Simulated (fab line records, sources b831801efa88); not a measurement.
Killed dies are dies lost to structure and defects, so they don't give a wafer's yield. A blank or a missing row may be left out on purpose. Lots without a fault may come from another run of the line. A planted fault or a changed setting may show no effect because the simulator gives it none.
Chamber matching | flow gf180mcu | GF_PASSIVATION_CVD_02 on pecvd-03: 3 sister chambers
The step deposits Si3N4, target thk 700 nm, time 486.18 s. 14 wafers are shown with their chamber, then 7 later ones without.

WAFERS WITH THEIR CHAMBER
wafer  | chamber | heater_power_w (W) | susceptor_temp_C (C)
L075.1 | 2       | 729                | 400.10
L075.2 | 0       | 671                | 399.71
L075.5 | 2       | 621                | 399.92
L076.1 | 0       | 640                | 400.05
L076.2 | 1       | 755                | 399.77
L076.3 | 2       | 644                | 400.07
L076.4 | 0       | 669                | 400.04
L076.5 | 2       | 692                | 400.17
L076.6 | 1       | 778                | 400.16
L082.3 | 1       | 808                | 400.12
L082.5 | 0       | 642                | 400.05
L082.6 | 2       | 698                | 400.14
L090.2 | 0       | 704                | 399.99
L090.3 | 1       | 832                | 399.83

SIGNATURES (means of the wafers above)
reading          | chamber 0 | chamber 1 | chamber 2 | scatter within a chamber
heater_power_w   | 665.20    | 793.25    | 676.80    | 35.3
susceptor_temp_C | 399.9680  | 399.9700  | 400.0800  | 0.148
Rule: a wafer's distance from a chamber is the root of the sum, over the readings, of the square of ((its reading less the chamber's mean) divided by the reading's scatter). The wafer belongs to the nearest chamber; if the next one is less than 2 further off, it can't be placed. The scatter: the root of (the sum of the squares of (reading less its chamber's mean) over the shown wafers, divided by (wafers less chambers)).

WAFERS WITHOUT THEIR CHAMBER
wafer  | heater_power_w (W) | susceptor_temp_C (C)
L090.4 | 558                | 400.40
L094.1 | 683                | 399.61
L094.3 | 654                | 400.10
L094.5 | 559                | 399.92
L095.1 | 674                | 400.29
L095.3 | 723                | 400.18
L095.6 | 706                | 400.02

WHICH CHAMBER EACH WENT THROUGH
wafer  | from the rows above          | in truth
L090.4 | can't be placed: 2 or 0      | 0
L094.1 | can't be placed: 0 or 2 or 1 | 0
L094.3 | can't be placed: 2 or 0      | 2
L094.5 | can't be placed: 0 or 2      | 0
L095.1 | can't be placed: 2 or 0      | 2
L095.3 | can't be placed: 2 or 0 or 1 | 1
L095.6 | can't be placed: 2 or 0 or 1 | 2
Placed correctly: 0 of 7. Can't be placed from these rows: 7 (the true chamber is among the candidates in 7). Placed wrongly: 0.
